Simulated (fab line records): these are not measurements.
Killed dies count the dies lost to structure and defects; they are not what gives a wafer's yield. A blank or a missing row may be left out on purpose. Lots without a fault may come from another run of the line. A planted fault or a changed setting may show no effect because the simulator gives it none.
fab line records ; flow sky130
record lots=12; wafers=36; last_day=50
route steps=708 shown METAL2@487 CAPM@550
lots with no fault: from the same line, run without faults
start_h: hours from the record's first day to the start of the lot's first wafer shown ; wait_h: time in hours since the lot's previous step ; " unchanged from the row above ; L1.1+2: several wafers, shown together as one row ; - either no value or no given start ; * or withheld: withheld ; < > ~ a bound
route shown NAME@n: a module of which the file shows steps, and the number in the route of the first ; usual: mean and standard deviation over wafers with no fault ; same: alike in all rows ; chamber/n: place in a boat ; sites: each site's reading ; _std_site: their standard deviation ; _edge_site: mean of outer sites minus mean of inner sites ; radius_mm: for every site, how far away it sits from the centre of the wafer ; mask NAME#n: copy n ; behind: tool/chamber where the wafer was last shaped ; hold: reason for holding the lot/hours on hold/outcome of the hold ; device: the n, p or np transistor that did not switch ; end of line: tests run on the same wafers once the route is complete ; a step given without rows: its recipe and nothing more ; killed: count of dies lost to structure and defects at first sort (not the wafer's yield) ; map: a wafer's dies, marking killed ones x, the rest . and places with no die _
set.NAME: the setting that was run; set.NAME@STEP: the one run at that earlier step ; model.NAME: the simulator's own value behind a step, which no gauge read
steps of the route over a sample of lots; a table a step, a row a wafer
services: from which hour (start_h, from the record's first day; less than 0 if before it) a tool's chamber was out of use, for how many hours, and why
## steps
# step SKY_METAL2_SPUTTER_04
# recipe material=TiN; target_thk_nm=70; power_w=6500; time_s=58.3; chamber_pressure_pa=0.4
# usual throttle_valve_pct=30.2/1.2
lot.wafer;tool;chamber;start_h;wait_h;throttle_valve_pct
L235.1;pvd_sputter-01;-;792.69;0.0;31.2
L235.4;pvd_sputter-01;-;792.69;0.0;30.1
L235.6;pvd_sputter-01;-;792.69;0.0;31.2
L237.3;pvd_sputter-02;-;816.03;0.0;28.5
L237.4;pvd_sputter-02;-;816.03;0.0;30.3
L237.5;pvd_sputter-02;-;816.03;0.0;30.7
L240.1;pvd_sputter-01;-;836.61;0.0;29.9
L240.3;pvd_sputter-01;-;836.61;0.0;28.5
L240.6;pvd_sputter-01;-;836.61;0.0;30.1
L245.1;pvd_sputter-01;-;866.79;0.0;31.4
L245.2;pvd_sputter-01;-;866.79;0.0;28.4
L245.4;pvd_sputter-01;-;866.79;0.0;32.4
L247.1;pvd_sputter-02;-;877.69;0.0;30.4
L247.3;pvd_sputter-02;-;877.69;0.0;29.1
L247.4;pvd_sputter-02;-;877.69;0.0;29.2
L248.2;pvd_sputter-01;-;890.94;0.0;32.5
L248.3;pvd_sputter-01;-;890.94;0.0;30.0
L248.4;pvd_sputter-01;-;890.94;0.0;31.3
L250.2;pvd_sputter-01;-;899.69;0.0;32.4
L250.3;pvd_sputter-01;-;899.69;0.0;28.6
L250.6;pvd_sputter-01;-;899.69;0.0;28.7
L251.3;pvd_sputter-02;-;916.98;0.0;29.0
L251.4;pvd_sputter-02;-;916.98;0.0;30.6
L251.5;pvd_sputter-02;-;916.98;0.0;29.0
L252.3;pvd_sputter-02;-;920.07;0.0;28.8
L252.4;pvd_sputter-02;-;920.07;0.0;29.1
L252.6;pvd_sputter-02;-;920.07;0.0;30.9
L255.1;pvd_sputter-02;-;939.39;0.0;30.7
L255.2;pvd_sputter-02;-;939.39;0.0;30.8
L255.4;pvd_sputter-02;-;939.39;0.0;28.7
L256.1;pvd_sputter-01;-;948.86;0.0;30.2
L256.4;pvd_sputter-01;-;948.86;0.0;32.5
L256.5;pvd_sputter-01;-;948.86;0.0;30.1
L257.1;pvd_sputter-01;-;950.70;0.0;31.0
L257.2;pvd_sputter-01;-;950.70;0.0;28.5
L257.4;pvd_sputter-01;-;950.70;0.0;30.0
# step SKY_METAL2_RS_MEAS_05
# recipe thk_meas_gauge=four-point-probe; reads=TiN_of_METAL2_SPUTTER_04+Ti_of_METAL2_SPUTTER_03+AlCu_of_METAL2_SPUTTER_02+TiN_of_METAL2_SPUTTER_01+Ti_of_METAL2_SPUTTER_00
# usual METAL2_ALCU_RS=0.1263/0.0017
lot.wafer;tool;chamber;start_h;wait_h;METAL2_ALCU_RS[ohm/sq]
L235.1;film_metro-03;-;792.73;0.0;0.1260
L235.4;film_metro-03;-;792.73;0.0;0.1269
L235.6;film_metro-03;-;792.73;0.0;0.1265
L237.3;film_metro-03;-;816.12;0.1;0.1275
L237.4;film_metro-03;-;816.12;0.1;0.1265
L237.5;film_metro-03;-;816.12;0.1;0.1285
L240.1;film_metro-01;-;836.66;0.0;0.1261
L240.3;film_metro-01;-;836.66;0.0;0.1250
L240.6;film_metro-01;-;836.66;0.0;0.1256
L245.1;film_metro-01;-;866.84;0.0;0.1247
L245.2;film_metro-01;-;866.84;0.0;0.1240
L245.4;film_metro-01;-;866.84;0.0;0.1242
L247.1;film_metro-03;-;877.74;0.0;0.1264
L247.3;film_metro-03;-;877.74;0.0;0.1271
L247.4;film_metro-03;-;877.74;0.0;0.1281
L248.2;film_metro-04;-;891.01;0.0;0.1233
L248.3;film_metro-04;-;891.01;0.0;0.1248
L248.4;film_metro-04;-;891.01;0.0;0.1238
L250.2;film_metro-01;-;899.76;0.0;0.1246
L250.3;film_metro-01;-;899.76;0.0;0.1242
L250.6;film_metro-01;-;899.76;0.0;0.1242
L251.3;film_metro-04;-;917.07;0.1;0.1252
L251.4;film_metro-04;-;917.07;0.1;0.1266
L251.5;film_metro-04;-;917.07;0.1;0.1259
L252.3;film_metro-01;-;920.16;0.1;0.1279
L252.4;film_metro-01;-;920.16;0.1;0.1290
L252.6;film_metro-01;-;920.16;0.1;0.1299
L255.1;film_metro-04;-;939.44;0.0;0.1268
L255.2;film_metro-04;-;939.44;0.0;0.1292
L255.4;film_metro-04;-;939.44;0.0;0.1273
L256.1;film_metro-01;-;948.91;0.0;0.1259
L256.4;film_metro-01;-;948.91;0.0;0.1237
L256.5;film_metro-01;-;948.91;0.0;0.1255
L257.1;film_metro-01;-;950.75;0.0;0.1252
L257.2;film_metro-01;-;950.75;0.0;0.1242
L257.4;film_metro-01;-;950.75;0.0;0.1265
# step SKY_METAL2_CD_MEAS_15
# recipe target_cd_nm=140
# usual cd_nm=140.3/1.4
lot.wafer;tool;chamber;start_h;wait_h;cd_nm
L235.1;cd_sem-02;-;818.94;-;140.9
L235.4;cd_sem-02;-;818.94;-;139.8
L235.6;cd_sem-02;-;818.94;-;141.1
L237.3;cd_sem-02;-;842.47;-;139.6
L237.4;cd_sem-02;-;842.47;-;139.2
L237.5;cd_sem-02;-;842.47;-;139.2
L240.1;cd_sem-02;-;862.93;-;140.1
L240.3;cd_sem-02;-;862.93;-;140.6
L240.6;cd_sem-02;-;862.93;-;140.1
L245.1;cd_sem-01;-;892.83;-;137.2
L245.2;cd_sem-01;-;892.83;-;138.4
L245.4;cd_sem-01;-;892.83;-;138.8
L247.1;cd_sem-02;-;903.44;-;139.4
L247.3;cd_sem-02;-;903.44;-;138.8
L247.4;cd_sem-02;-;903.44;-;140.9
L248.2;cd_sem-01;-;916.46;-;140.0
L248.3;cd_sem-01;-;916.46;-;139.1
L248.4;cd_sem-01;-;916.46;-;141.1
L250.2;cd_sem-01;-;924.91;-;144.0
L250.3;cd_sem-01;-;924.91;-;144.0
L250.6;cd_sem-01;-;924.91;-;142.4
L251.3;cd_sem-02;-;941.52;-;141.9
L251.4;cd_sem-02;-;941.52;-;142.3
L251.5;cd_sem-02;-;941.52;-;142.5
L252.3;cd_sem-02;-;944.98;-;139.5
L252.4;cd_sem-02;-;944.98;-;138.8
L252.6;cd_sem-02;-;944.98;-;139.4
L255.1;cd_sem-01;-;964.04;-;139.7
L255.2;cd_sem-01;-;964.04;-;139.4
L255.4;cd_sem-01;-;964.04;-;138.4
L256.1;cd_sem-01;-;972.59;-;139.8
L256.4;cd_sem-01;-;972.59;-;140.5
L256.5;cd_sem-01;-;972.59;-;141.0
L257.1;cd_sem-01;-;974.59;-;138.4
L257.2;cd_sem-01;-;974.59;-;138.8
L257.4;cd_sem-01;-;974.59;-;139.3
# step SKY_CAPM_METAL_ETCH_13
# recipe target_depth_nm=220; stop_on=SiO2; chemistry=Cl2/BCl3; target=TiN; pressure_mtorr=10; icp_w=900; bias_w=48.5; Cl2_flow_sccm=60; bcl3_flow_sccm=30; time_s=62.9
# usual chamber_pressure_mTorr=10.000/0.0093; drypump_motor_current_A=5.6/0.36; he_backside_leak_sccm=3.3/0.32; oes_product_au=0.939/0.0077; run_length_s=91.3/0.41; throttle_valve_pct=21.903/0.0088
lot.wafer;tool;chamber;start_h;wait_h;chamber_pressure_mTorr;drypump_motor_current_A;he_backside_leak_sccm;oes_product_au;rf_hours_counter_h;run_length_s;throttle_valve_pct
L235.1;rie_metal-04;1;874.33;0.0;10.010;5.7;3.4;0.945;15;91.8;21.894
L235.4;rie_metal-04;0;874.33;0.0;10.001;5.8;3.3;0.955;-;92.0;21.912
L235.6;rie_metal-04;1;874.33;0.0;9.996;5.7;3.3;0.954;-;92.3;21.908
L237.3;rie_metal-03;0;897.08;0.0;10.002;5.0;3.1;0.948;-;91.3;21.884
L237.4;rie_metal-03;1;897.08;0.0;9.997;6.1;3.1;0.939;-;91.0;21.897
L237.5;rie_metal-03;1;897.08;0.0;10.005;6.1;3.1;0.937;-;90.9;21.898
L240.1;rie_metal-04;1;916.78;0.0;9.998;5.7;3.2;0.925;17;94.7;21.917
L240.3;rie_metal-04;1;916.78;0.0;10.001;5.7;3.4;0.927;-;91.9;21.897
L240.6;rie_metal-04;1;916.78;0.0;9.999;5.8;3.4;0.918;-;92.1;21.905
L245.1;rie_metal-02;1;945.93;0.0;9.992;5.7;3.1;0.933;7;91.3;21.901
L245.2;rie_metal-02;0;945.93;0.0;9.997;5.5;3.6;0.937;5;91.5;21.905
L245.4;rie_metal-02;1;945.93;0.0;10.003;5.8;3.0;0.924;-;91.0;21.912
L247.1;rie_metal-03;0;956.71;0.0;10.007;5.0;3.1;0.938;5;91.3;21.896
L247.3;rie_metal-03;0;956.71;0.0;10.009;5.0;3.0;0.932;-;91.1;21.907
L247.4;rie_metal-03;1;956.71;0.0;9.998;6.2;3.2;0.936;-;91.1;21.900
L248.2;rie_metal-02;1;969.23;0.0;10.011;5.8;2.9;0.957;8;90.7;21.880
L248.3;rie_metal-02;1;969.23;0.0;10.003;5.8;2.8;0.956;-;90.7;21.897
L248.4;rie_metal-02;0;969.23;0.0;10.000;5.4;3.5;0.952;-;91.2;21.925
L250.2;rie_metal-02;0;975.71;0.0;10.030;5.5;3.5;0.936;6;91.1;21.895
L250.3;rie_metal-02;0;975.71;0.0;9.989;5.5;3.5;0.941;-;91.5;21.895
L250.6;rie_metal-02;0;975.71;0.0;10.003;5.5;3.7;0.945;-;91.5;21.907
L251.3;rie_metal-03;1;992.79;0.0;9.987;6.2;3.2;0.946;-;91.3;21.904
L251.4;rie_metal-03;0;992.79;0.0;9.996;5.0;3.1;0.931;-;91.4;21.899
L251.5;rie_metal-03;1;992.79;0.0;10.004;6.2;3.2;0.933;-;90.8;21.888
L252.3;rie_metal-02;1;996.34;0.0;10.003;5.8;3.0;0.936;-;90.6;21.902
L252.4;rie_metal-02;0;996.34;0.0;10.000;5.5;3.5;0.945;-;91.1;21.916
L252.6;rie_metal-02;0;996.34;0.0;9.993;5.5;3.4;0.952;-;91.1;21.904
L255.1;rie_metal-03;1;1014.71;0.0;10.000;6.2;3.3;0.934;22;90.7;21.895
L255.2;rie_metal-03;0;1014.71;0.0;10.002;5.0;3.2;0.938;8;91.4;21.905
L255.4;rie_metal-03;0;1014.71;0.0;9.984;5.0;3.2;0.928;-;91.1;21.913
L256.1;rie_metal-04;1;1023.01;0.0;10.002;5.7;3.5;0.933;0;92.2;21.898
L256.4;rie_metal-04;0;1023.01;0.0;9.993;5.7;3.4;0.936;-;91.8;21.915
L256.5;rie_metal-04;1;1023.01;0.0;10.021;5.7;3.4;0.936;-;91.8;21.899
L257.1;rie_metal-02;0;1024.96;0.0;10.002;5.5;3.4;0.933;9;91.2;21.906
L257.2;rie_metal-02;1;1024.96;0.0;9.986;5.8;3.3;0.929;11;91.3;21.897
L257.4;rie_metal-02;0;1024.96;0.0;10.009;5.5;3.3;0.933;-;91.1;21.904
## services
tool;chamber;start_h;hours;kind
pvd_sputter-02;-;788.49;2.3;repair
pvd_sputter-02;-;825.97;2.5;repair
rie_metal-03;0;828.26;-;clean
rie_metal-03;0;828.26;20.5;scheduled_down
rie_metal-03;0;828.26;20.5;vent_cycle
rie_metal-02;0;833.39;-;clean
rie_metal-02;0;833.39;18.3;scheduled_down
rie_metal-02;0;833.39;18.3;vent_cycle
rie_metal-04;0;850.38;-;clean
rie_metal-04;0;850.38;22.2;scheduled_down
rie_metal-04;0;850.38;22.2;vent_cycle
rie_metal-04;-;861.35;2.0;repair
pvd_sputter-02;-;866.86;5.3;repair
pvd_sputter-01;-;871.03;0.7;repair
rie_metal-04;-;917.03;1.4;pm
rie_metal-04;1;994.35;-;clean
rie_metal-04;1;994.35;27.3;scheduled_down
rie_metal-04;1;994.35;27.3;vent_cycle
rie_metal-04;-;998.82;0.6;repair
pvd_sputter-02;-;1019.45;3.2;repair
## key
first_sign step=SKY_CAPM_METAL_ETCH_13; reading=run_length_s; direction=up; sigmas=8.2; usual=*; struck=*
effect none on later readings
met_at SKY_CAPM_METAL_ETCH_13
struck_lots L240
struck_wafers L240.1
not_acting_at SKY_METAL2_SPUTTER_04,SKY_METAL2_RS_MEAS_05,SKY_METAL2_CD_MEAS_15
onset_between 874.33 916.78
fault kind=process_parameter_drift; tool=rie_metal-04; chamber=-; onset_h=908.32; steps=SKY_CAPM_METAL_ETCH_13; channel=time_s; offset=*; shape=step; end_h=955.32; scope=struck_wafers_only; acts_in=*; stated=*
